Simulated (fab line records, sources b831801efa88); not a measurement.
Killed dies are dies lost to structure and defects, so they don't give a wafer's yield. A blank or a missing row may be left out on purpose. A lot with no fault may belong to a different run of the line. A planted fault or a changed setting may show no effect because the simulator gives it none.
fab line records	flow gf180mcu	part 1 of 2: steps 1 to 25 of 36
record lots=5	wafers=15	lastDay=34
route steps=602 shown POLY_GATE@162 HV_LDD@176
lots that met no fault: taken from a fault-free run of the same line
startH: hours from the record's first day to the start of the lot's first wafer shown	waitH: hours since the lot's step before	" the same as in the row above	L1.1+2: several wafers, shown together as one row	- no value, or no start given	* or withheld: withheld	< > ~ a bound
route shown NAME@n: a module of which the file shows steps, and the number in the route of the first	usual: the fault-free wafers' mean and standard deviation	same: alike in all rows	chamber/n: place in a boat	sites: readings site by site	_std_site: how widely they spread, as a standard deviation	_edge_site: the outer-site mean with the inner-site mean subtracted	radiusMm: how far each site lies from the wafer's centre	mask NAME#n: copy n	behind: the last tool/chamber to shape the wafer	hold: why the lot went on hold/how many hours it stayed there/how the hold came to an end	device: transistor that didn't switch, given as n, p or np	end of line: tests of these same wafers at the route's end	a step with no rows: only its recipe	killed: at the first sort, the dies lost to defects and structure; wafer yield is something else	map: dies across one wafer; x = killed, . = not, _ = none there
set.NAME: setting as actually run; set.NAME@STEP: the setting as run at that earlier step	model.NAME: the simulator's own value behind a step, which no gauge read
lots at selected steps of the route; one table per step, one row per wafer
services: from which hour (startH, from the record's first day; less than 0 if before it) a tool's chamber was out of use, for how many hours, and why
## steps
# step GF_POLY_GATE_COAT_05
# recipe resist=KrF	spinRpm=withheld	resistThkNm=700
lot.wafer	tool	chamber	startH	waitH
L077.2+4+6	lithoTrack-03	0	-	-
L081.1+2+4	lithoTrack-01	0	-	-
L088.1+2+4	lithoTrack-01	0	-	-
L094.2+5+6	lithoTrack-01	0	-	-
L096.1+2+4	lithoTrack-01	0	-	-
# step GF_POLY_GATE_SOFTBAKE_06
# recipe tempC=130	timeS=60	resist=KrF
# usual heaterPowerTotalW=93.05/0.064
lot.wafer	tool	chamber	startH	waitH	heaterPowerTotalW
L077.2	lithoTrack-03	0	-	-	93.04
L077.4	"	0	"	"	93.04
L077.6	"	0	"	"	93.05
L081.1	lithoTrack-01	0	-	-	92.86
L081.2	"	0	"	"	93.06
L081.4	"	0	"	"	93.08
L088.1	lithoTrack-01	0	-	-	93.10
L088.2	"	0	"	"	93.10
L088.4	"	0	"	"	93.14
L094.2	lithoTrack-01	0	-	-	93.08
L094.5	"	0	"	"	93.01
L094.6	"	0	"	"	93.10
L096.1	lithoTrack-01	0	-	-	93.04
L096.2	"	0	"	"	93.06
L096.4	"	0	"	"	93.11
# step GF_POLY_GATE_EXPOSE_07
# recipe maskId=Poly2	targetCdNm=280	na=0.68	sourceShape=conventional	sigmaOuter=0.6	doseMj=28
# usual focusOffsetNm=-0.1/0.47	reticleTempC=23.02/0.12
lot.wafer	tool	chamber	startH	waitH	mask	focusOffsetNm	reticleTempC
L077.2	krfScanner-02	0	-	-	Poly2#0	-0.5	23.07
L077.4	"	0	"	"	Poly2#0	-0.4	23.12
L077.6	"	0	"	"	Poly2#0	0.5	22.93
L081.1	krfScanner-02	0	-	-	Poly2#0	0.0	22.94
L081.2	"	0	"	"	Poly2#0	0.6	23.15
L081.4	"	0	"	"	Poly2#0	0.1	23.05
L088.1	krfScanner-01	0	-	-	Poly2#0	0.6	23.10
L088.2	"	0	"	"	Poly2#0	0.2	23.11
L088.4	"	0	"	"	Poly2#0	-0.2	22.93
L094.2	krfScanner-01	0	-	-	Poly2#0	0.2	23.24
L094.5	"	0	"	"	Poly2#0	-0.1	22.89
L094.6	"	0	"	"	Poly2#0	-0.3	23.10
L096.1	krfScanner-01	0	-	-	Poly2#0	0.3	22.74
L096.2	"	0	"	"	Poly2#0	0.3	22.80
L096.4	"	0	"	"	Poly2#0	0.2	22.81
# step GF_POLY_GATE_PEB_08
# recipe pebTempC=135	pebTimeS=90	resist=KrF
# usual heaterPowerTotalW=85.71/0.085
lot.wafer	tool	chamber	startH	waitH	heaterPowerTotalW
L077.2	lithoTrack-04	0	-	-	85.55
L077.4	"	0	"	"	85.60
L077.6	"	0	"	"	85.71
L081.1	lithoTrack-04	0	-	-	85.64
L081.2	"	0	"	"	85.69
L081.4	"	0	"	"	85.81
L088.1	lithoTrack-01	0	-	-	85.77
L088.2	"	0	"	"	85.79
L088.4	"	0	"	"	85.66
L094.2	lithoTrack-04	0	-	-	85.83
L094.5	"	0	"	"	85.59
L094.6	"	0	"	"	85.75
L096.1	lithoTrack-03	0	-	-	85.52
L096.2	"	0	"	"	85.58
L096.4	"	0	"	"	85.65
# step GF_POLY_GATE_DEVELOP_09
# recipe developTimeS=60	resist=KrF	devTempC=21
lot.wafer	tool	chamber	startH	waitH
L077.2+4+6	lithoTrack-04	0	217.22	0.2
L081.1+2+4	lithoTrack-04	0	243.84	0.2
L088.1+2+4	lithoTrack-01	0	297.90	0.2
L094.2+5+6	lithoTrack-04	0	338.21	0.2
L096.1+2+4	lithoTrack-03	0	351.91	0.2
# step GF_POLY_GATE_CD_MEAS_10
# recipe targetCdNm=280
# usual cdNm=279.8/1.4
lot.wafer	tool	chamber	startH	waitH	cdNm
L077.2	cdSem-01	-	217.36	0.1	277.2
L077.4	"	-	"	"	277.4
L077.6	"	-	"	"	278.5
L081.1	cdSem-01	-	243.99	0.1	280.8
L081.2	"	-	"	"	280.0
L081.4	"	-	"	"	280.3
L088.1	cdSem-01	-	298.05	0.1	279.3
L088.2	"	-	"	"	279.8
L088.4	"	-	"	"	279.0
L094.2	cdSem-01	-	338.36	0.1	280.4
L094.5	"	-	"	"	280.7
L094.6	"	-	"	"	280.3
L096.1	cdSem-02	-	352.06	0.1	276.1
L096.2	"	-	"	"	276.3
L096.4	"	-	"	"	277.1
# step GF_POLY_GATE_OVL_MEAS_11
# usual POLY_GATE_OVL=-1/5.3
lot.wafer	tool	chamber	startH	waitH	POLY_GATE_OVL[nm]
L077.2	overlay-02	-	217.47	0.1	-1
L077.4	"	-	"	"	-5
L077.6	"	-	"	"	-5
L081.1	overlay-01	-	244.11	0.1	-3
L081.2	"	-	"	"	3
L081.4	"	-	"	"	-2
L088.1	overlay-02	-	298.17	0.1	10
L088.2	"	-	"	"	7
L088.4	"	-	"	"	6
L094.2	overlay-02	-	338.47	0.1	-1
L094.5	"	-	"	"	7
L094.6	"	-	"	"	4
L096.1	overlay-01	-	352.18	0.1	-3
L096.2	"	-	"	"	0
L096.4	"	-	"	"	2
# step GF_POLY_GATE_ETCH_12
# recipe chemistry=N2/H2	targetDepthA=withheld	overetchA=withheld	timeS=withheld	target=BARC	ionEnergyEv=200	sourceW=500	biasW=100	pressureMtorr=30	n2FlowSccm=100	h2FlowSccm=200
# usual chamberPressureMTorr=30.001/0.029	drypumpMotorCurrentA=5.6/0.35	oesProductAu=0.736/0.0044	throttleValvePct=13.215/0.0094
lot.wafer	tool	chamber	startH	waitH	chamberPressureMTorr	drypumpMotorCurrentA	oesProductAu	throttleValvePct
L077.2	rieDiel-02	1	217.50	0.0	29.995	5.3	0.734	13.230
L077.4	"	3	"	"	30.026	6.1	0.733	13.219
L077.6	"	1	"	"	30.028	5.3	0.736	13.204
L081.1	rieDiel-04	2	244.15	0.0	30.010	5.6	0.734	13.212
L081.2	"	0	"	"	30.012	5.2	0.736	13.210
L081.4	"	1	"	"	29.947	5.5	0.737	13.202
L088.1	rieDiel-04	3	298.21	0.0	29.975	5.5	0.739	13.231
L088.2	"	2	"	"	30.015	5.6	0.727	13.229
L088.4	"	0	"	"	30.004	5.2	0.737	13.216
L094.2	rieDiel-02	2	338.50	0.0	30.014	6.4	0.741	13.241
L094.5	"	2	"	"	29.980	6.4	0.733	13.218
L094.6	"	1	"	"	29.965	5.3	0.742	13.217
L096.1	rieDiel-02	2	352.21	0.0	29.991	6.4	0.729	13.212
L096.2	"	1	"	"	29.993	5.3	0.747	13.215
L096.4	"	0	"	"	29.966	5.6	0.738	13.220
# step GF_POLY_GATE_ETCH_13
# recipe target=poly-Si	targetDepthNm=198.5	stopOn=SiO2	overEtchFrac=0.403	chemistry=HBr/Cl2	icpW=400	biasW=100	pressureMtorr=10	HBr_flow_sccm=150	Cl2_flow_sccm=50	timeS=69.6
# usual chamberPressureMTorr=10.000/0.0097	drypumpMotorCurrentA=5.8/0.37	oesProductAu=0.988/0.0088	throttleValvePct=33.685/0.0087
lot.wafer	tool	chamber	startH	waitH	chamberPressureMTorr	drypumpMotorCurrentA	oesProductAu	rfHoursCounterH	throttleValvePct
L077.2	rieSi-01	2	217.55	-	10.000	5.8	0.991	86	33.694
L077.4	"	1	"	"	10.001	5.3	0.990	82	33.682
L077.6	"	3	"	"	10.009	5.6	0.979	-	33.693
L081.1	rieSi-02	1	244.20	-	9.998	5.7	0.974	4	33.669
L081.2	"	2	"	"	9.993	6.6	0.991	1	33.689
L081.4	"	0	"	"	10.008	5.5	0.987	6	33.683
L088.1	rieSi-01	3	298.26	-	9.999	5.7	0.977	3	33.678
L088.2	"	1	"	"	9.984	5.3	0.999	83	33.686
L088.4	"	0	"	"	10.001	6.3	0.988	2	33.699
L094.2	rieSi-01	3	338.55	-	9.996	5.7	0.979	4	33.678
L094.5	"	1	"	"	10.016	5.3	1.003	-	33.680
L094.6	"	2	"	"	10.003	5.8	0.991	-	33.688
L096.1	rieSi-02	0	352.26	-	9.998	5.5	1.006	7	33.681
L096.2	"	3	"	"	9.998	5.4	0.995	3	33.692
L096.4	"	1	"	"	10.001	5.8	0.982	5	33.686
# step GF_POLY_GATE_STRIP_14
# recipe chemistry=O2/N2	powerW=1400	pressureMtorr=1500	platenTempC=250	o2FlowSccm=3000	n2FlowSccm=300	overashFraction=0.5
# usual chamberPressureMTorr=1499.9/1.4	drypumpMotorCurrentA=5.78/0.17	heaterPowerW=326/21	oesProductAu=0.505/0.0053
lot.wafer	tool	chamber	startH	waitH	chamberPressureMTorr	drypumpMotorCurrentA	heaterPowerW	oesProductAu	rfHoursCounterH
L077.2	plasmaAsher-02	1	217.60	0.0	1499.1	5.61	341	0.508	40
L077.4	"	0	"	"	1499.4	5.65	343	0.507	-
L077.6	"	1	"	"	1501.8	5.57	347	0.507	-
L081.1	plasmaAsher-03	0	244.25	0.0	1498.8	6.03	313	0.508	61
L081.2	"	1	"	"	1500.6	5.83	322	0.512	61
L081.4	"	0	"	"	1499.8	6.00	307	0.502	-
L088.1	plasmaAsher-03	1	298.32	0.0	1500.2	5.84	326	0.507	66
L088.2	"	0	"	"	1499.4	6.02	310	0.499	66
L088.4	"	0	"	"	1500.8	6.02	299	0.500	-
L094.2	plasmaAsher-02	0	338.60	0.0	1498.8	5.63	337	0.503	53
L094.5	"	0	"	"	1499.0	5.60	342	0.504	-
L094.6	"	1	"	"	1500.5	5.63	344	0.515	-
L096.1	plasmaAsher-01	0	352.32	0.0	1500.0	5.96	271	0.505	71
L096.2	"	1	"	"	1498.8	5.85	345	0.502	71
L096.4	"	1	"	"	1498.4	5.88	342	0.508	-
# step GF_POLY_GATE_CLEAN_15
# recipe chemistry=SC1/SC2	mix=1:4:20	tempC=70	timeS=150	dry=n2Spin
lot.wafer	tool	chamber	startH	waitH
L077.2+4+6	wetBench-04	0	217.70	0.1
L081.1+2+4	wetBench-03	0	244.35	0.1
L088.1+2+4	wetBench-03	1	298.42	0.1
L094.2+5+6	wetBench-04	2	338.70	0.1
L096.1+2+4	wetBench-03	1	352.42	0.1
# step GF_POLY_GATE_OXIDATION_16
# recipe tempC=850	ambient=O2	stabiliseS=600	purgeS=300	targetThkA=40	oxTimeS=899
# usual spikeTcCentreC=851.1/1	spikeTcLowerC=849.9/1.1	tube_center_temp_C_max=852.2/0.32
lot.wafer	tool	chamber	startH	waitH	spikeTcCentreC	spikeTcLowerC	tube_center_temp_C_max
L077.2	furnace-01	0	217.75	0.0	849.3	850.0	852.8
L077.4	"	0	"	"	851.6	848.7	852.1
L077.6	"	0	"	"	851.4	850.1	852.6
L081.1	furnace-01	0	247.54	3.1	850.0	850.5	853.0
L081.2	"	0	"	"	851.6	850.8	851.9
L081.4	"	0	"	"	850.7	850.3	852.1
L088.1	furnace-02	0	298.47	0.0	854.1	850.5	852.0
L088.2	"	0	"	"	851.7	849.3	852.1
L088.4	"	0	"	"	850.5	849.4	851.8
L094.2	furnace-02	0	338.75	0.0	850.6	848.2	852.7
L094.5	"	0	"	"	851.3	850.2	852.5
L094.6	"	0	"	"	850.1	850.2	852.6
L096.1	furnace-02	0	352.86	0.4	851.8	850.4	852.3
L096.2	"	0	"	"	852.2	850.0	852.0
L096.4	"	0	"	"	852.5	851.3	852.6
# step GF_POLY_GATE_THK_MEAS_17
# recipe reads=SiO2_of_POLY_GATE_OXIDATION_16
# usual POLY_GATE_OXIDATION_THK=4.02/0.094
lot.wafer	tool	chamber	startH	waitH	POLY_GATE_OXIDATION_THK[nm]
L077.2	filmMetro-01	-	219.01	0.0	3.94
L077.4	"	-	"	"	4.00
L077.6	"	-	"	"	3.96
L081.1	filmMetro-04	-	248.79	0.0	4.19
L081.2	"	-	"	"	4.17
L081.4	"	-	"	"	4.23
L088.1	filmMetro-01	-	299.72	0.0	4.01
L088.2	"	-	"	"	4.09
L088.4	"	-	"	"	4.09
L094.2	filmMetro-04	-	340.01	0.0	4.06
L094.5	"	-	"	"	4.03
L094.6	"	-	"	"	4.12
L096.1	filmMetro-04	-	354.11	0.0	3.88
L096.2	"	-	"	"	3.86
L096.4	"	-	"	"	3.91
# step GF_POLY_GATE_CD_MEAS_18
# usual cdNm=279.9/2.5
lot.wafer	tool	chamber	startH	waitH	cdNm
L077.2	cdSem-02	-	219.09	0.1	274.8
L077.4	"	-	"	"	278.1
L077.6	"	-	"	"	280.1
L081.1	cdSem-01	-	248.85	0.1	284.6
L081.2	"	-	"	"	278.1
L081.4	"	-	"	"	282.2
L088.1	cdSem-01	-	299.78	0.1	279.3
L088.2	"	-	"	"	278.7
L088.4	"	-	"	"	280.7
L094.2	cdSem-01	-	340.09	0.1	282.5
L094.5	"	-	"	"	279.2
L094.6	"	-	"	"	277.7
L096.1	cdSem-02	-	354.17	0.1	276.7
L096.2	"	-	"	"	275.4
L096.4	"	-	"	"	276.0
# step GF_HV_LDD_DEHYDRATE_00
# recipe tempC=200	timeS=60
# usual heaterPowerTotalW=160.38/0.12
lot.wafer	tool	chamber	startH	waitH	heaterPowerTotalW
L077.2	lithoTrack-01	0	227.28	8.2	160.53
L077.4	"	0	"	"	160.21
L077.6	"	0	"	"	160.33
L081.1	lithoTrack-01	0	257.16	8.3	160.26
L081.2	"	0	"	"	160.60
L081.4	"	0	"	"	160.32
L088.1	lithoTrack-04	0	309.64	9.8	160.60
L088.2	"	0	"	"	160.37
L088.4	"	0	"	"	160.51
L094.2	lithoTrack-02	0	349.38	9.3	160.35
L094.5	"	0	"	"	160.25
L094.6	"	0	"	"	160.25
L096.1	lithoTrack-04	0	364.84	10.6	160.38
L096.2	"	0	"	"	160.54
L096.4	"	0	"	"	160.33
# step GF_HV_LDD_HMDS_01
# recipe primeTimeS=60	primeTempC=120
lot.wafer	tool	chamber	startH	waitH
L077.2+4+6	lithoTrack-01	0	227.43	0.1
L081.1+2+4	lithoTrack-01	0	257.31	0.1
L088.1+2+4	lithoTrack-04	0	309.79	0.1
L094.2+5+6	lithoTrack-02	0	349.53	0.1
L096.1+2+4	lithoTrack-04	0	364.99	0.1
# step GF_HV_LDD_COAT_02
# recipe resist=NOVOLAK	spinRpm=3000	resistThkNm=1000
lot.wafer	tool	chamber	startH	waitH
L077.2+4+6	lithoTrack-01	0	227.58	0.1
L081.1+2+4	lithoTrack-01	0	257.46	0.1
L088.1+2+4	lithoTrack-04	0	309.94	0.1
L094.2+5+6	lithoTrack-02	0	349.68	0.1
L096.1+2+4	lithoTrack-04	0	365.14	0.1
# step GF_HV_LDD_SOFTBAKE_03
# recipe tempC=90	timeS=60	resist=NOVOLAK
# usual heaterPowerTotalW=56.60/0.043
lot.wafer	tool	chamber	startH	waitH	heaterPowerTotalW
L077.2	lithoTrack-01	0	227.73	0.1	56.61
L077.4	"	0	"	"	56.60
L077.6	"	0	"	"	56.53
L081.1	lithoTrack-01	0	257.61	0.1	56.59
L081.2	"	0	"	"	56.60
L081.4	"	0	"	"	56.57
L088.1	lithoTrack-04	0	310.09	0.1	56.56
L088.2	"	0	"	"	56.58
L088.4	"	0	"	"	56.61
L094.2	lithoTrack-02	0	349.83	0.1	56.61
L094.5	"	0	"	"	56.65
L094.6	"	0	"	"	56.64
L096.1	lithoTrack-04	0	365.29	0.1	56.62
L096.2	"	0	"	"	56.65
L096.4	"	0	"	"	56.66
# step GF_HV_LDD_EXPOSE_04
# recipe maskId=Nplus_LV_AREA	targetCdNm=400	na=0.6	sourceShape=conventional	sigmaOuter=0.6	doseMj=140
# usual focusOffsetNm=0.0/0.51	reticleTempC=22.99/0.1
lot.wafer	tool	chamber	startH	waitH	mask	focusOffsetNm	reticleTempC
L077.2	ilineStepper-02	0	-	-	Nplus_LV_AREA#0	-0.2	22.95
L077.4	"	0	"	"	Nplus_LV_AREA#0	0.3	23.03
L077.6	"	0	"	"	Nplus_LV_AREA#0	0.2	22.96
L081.1	ilineStepper-02	0	-	-	Nplus_LV_AREA#0	-0.6	22.99
L081.2	"	0	"	"	Nplus_LV_AREA#0	0.6	22.95
L081.4	"	0	"	"	Nplus_LV_AREA#0	-0.4	22.96
L088.1	ilineStepper-02	0	-	-	Nplus_LV_AREA#0	-0.5	22.99
L088.2	"	0	"	"	Nplus_LV_AREA#0	-0.6	22.90
L088.4	"	0	"	"	Nplus_LV_AREA#0	-0.5	22.92
L094.2	ilineStepper-01	0	-	-	Nplus_LV_AREA#0	0.2	23.05
L094.5	"	0	"	"	Nplus_LV_AREA#0	1.1	22.85
L094.6	"	0	"	"	Nplus_LV_AREA#0	0.8	22.97
L096.1	ilineStepper-01	0	-	-	Nplus_LV_AREA#0	0.4	23.07
L096.2	"	0	"	"	Nplus_LV_AREA#0	0.6	23.06
L096.4	"	0	"	"	Nplus_LV_AREA#0	0.2	22.97
# step GF_HV_LDD_PEB_05
# recipe tempC=withheld	timeS=*	resist=NOVOLAK
lot.wafer	tool	chamber	startH	waitH
L077.2+4+6	lithoTrack-01	0	-	-
L081.1+2+4	lithoTrack-01	0	-	-
L088.1+2+4	lithoTrack-01	0	-	-
L094.2+5+6	lithoTrack-02	0	-	-
L096.1+2+4	lithoTrack-04	0	-	-
# step GF_HV_LDD_DEVELOP_06
# recipe developTimeS=60	devTempC=23
lot.wafer	tool	chamber	startH	waitH
L077.2+4+6	lithoTrack-01	0	236.53	0.1
L081.1+2+4	lithoTrack-01	0	267.00	0.1
L088.1+2+4	lithoTrack-01	0	319.75	0.1
L094.2+5+6	lithoTrack-02	0	360.78	0.1
L096.1+2+4	lithoTrack-04	0	376.49	0.1
# step GF_HV_LDD_CD_MEAS_07
# recipe targetCdNm=400
# usual cdNm=400.1/1.9
lot.wafer	tool	chamber	startH	waitH	cdNm
L077.2	cdSem-02	-	236.68	0.1	400.2
L077.4	"	-	"	"	398.5
L077.6	"	-	"	"	397.7
L081.1	cdSem-01	-	267.27	0.2	402.2
L081.2	"	-	"	"	400.1
L081.4	"	-	"	"	401.4
L088.1	cdSem-02	-	319.90	0.1	399.3
L088.2	"	-	"	"	398.4
L088.4	"	-	"	"	398.5
L094.2	cdSem-02	-	360.92	0.1	396.6
L094.5	"	-	"	"	397.2
L094.6	"	-	"	"	398.7
L096.1	cdSem-02	-	376.64	0.1	400.3
L096.2	"	-	"	"	400.9
L096.4	"	-	"	"	400.2
# step GF_HV_LDD_OVL_MEAS_08
# usual HV_LDD_OVL=0.7/1.4
lot.wafer	tool	chamber	startH	waitH	HV_LDD_OVL[nm]
L077.2	overlay-02	-	236.78	0.1	0.9
L077.4	"	-	"	"	-2.6
L077.6	"	-	"	"	-1.5
L081.1	overlay-01	-	267.39	0.1	-0.6
L081.2	"	-	"	"	0.7
L081.4	"	-	"	"	-0.3
L088.1	overlay-02	-	320.02	0.1	1.1
L088.2	"	-	"	"	0.6
L088.4	"	-	"	"	0.7
L094.2	overlay-02	-	361.03	0.1	1.2
L094.5	"	-	"	"	0.5
L094.6	"	-	"	"	1.4
L096.1	overlay-01	-	376.76	0.1	-0.1
L096.2	"	-	"	"	1.0
L096.4	"	-	"	"	0.4
# step GF_HV_LDD_IMPLANT_09
# recipe species=As	energyKev=40	doseCm2=1e+14	tiltDeg=7
# usual endStationPressureTorr=5.5e-06/2.9e-07	faradayCurrentUA=564/9.9
lot.wafer	tool	chamber	startH	waitH	endStationPressureTorr	faradayCurrentUA
L077.2	implanter-02	0	236.84	0.0	5.05e-06	563
L077.4	"	0	"	"	6.08e-06	543
L077.6	"	0	"	"	6.12e-06	554
L081.1	implanter-01	0	267.43	0.0	6.31e-06	560
L081.2	"	0	"	"	5.14e-06	560
L081.4	"	0	"	"	5.22e-06	538
L088.1	implanter-01	0	320.06	0.0	5.42e-06	568
L088.2	"	0	"	"	5.81e-06	584
L088.4	"	0	"	"	5.46e-06	542
L094.2	implanter-01	0	361.08	0.0	5.06e-06	551
L094.5	"	0	"	"	5.43e-06	549
L094.6	"	0	"	"	5.52e-06	565
L096.1	implanter-03	0	376.79	0.0	5.66e-06	561
L096.2	"	0	"	"	5.52e-06	568
L096.4	"	0	"	"	5.66e-06	556
# step GF_HV_LDD_STRIP_10
# recipe chemistry=O2/N2	powerW=1400	pressureMtorr=1500	platenTempC=250	o2FlowSccm=3000	n2FlowSccm=300	overashFraction=0.5
# usual chamberPressureMTorr=1500.1/1.3	drypumpMotorCurrentA=5.7/0.39	heaterPowerW=319/26	oesProductAu=0.716/0.0044	stripTimeToEndpointS=12.65/0.033
lot.wafer	tool	chamber	startH	waitH	chamberPressureMTorr	drypumpMotorCurrentA	heaterPowerW	oesProductAu	rfHoursCounterH	stripTimeToEndpointS
L077.2	plasmaAsher-04	0	236.96	0.1	1500.2	6.2	335	0.709	12	12.63
L077.4	"	0	"	"	1500.6	6.2	323	0.714	-	12.60
L077.6	"	1	"	"	1499.7	4.9	304	0.723	-	12.59
L081.1	plasmaAsher-01	1	267.58	0.1	1498.1	5.8	348	0.719	62	12.65
L081.2	"	0	"	"	1501.2	6.0	284	0.717	62	12.66
L081.4	"	0	"	"	1500.9	6.0	277	0.716	-	12.64
L088.1	plasmaAsher-04	0	320.21	0.1	1498.9	6.2	339	0.716	22	12.60
L088.2	"	1	"	"	1501.6	5.0	301	0.723	22	12.58
L088.4	"	0	"	"	1499.0	6.2	328	0.707	-	12.61
L094.2	plasmaAsher-04	0	361.21	0.1	1502.3	6.2	337	0.712	26	12.65
L094.5	"	1	"	"	1502.3	4.9	297	0.715	-	12.68
L094.6	"	0	"	"	1501.4	6.3	331	0.719	-	12.65
L096.1	plasmaAsher-01	1	376.94	0.1	1499.1	5.8	348	0.709	74	12.65
L096.2	"	0	"	"	1502.1	6.0	277	0.715	74	12.64
L096.4	"	0	"	"	1501.3	6.0	283	0.715	-	12.63
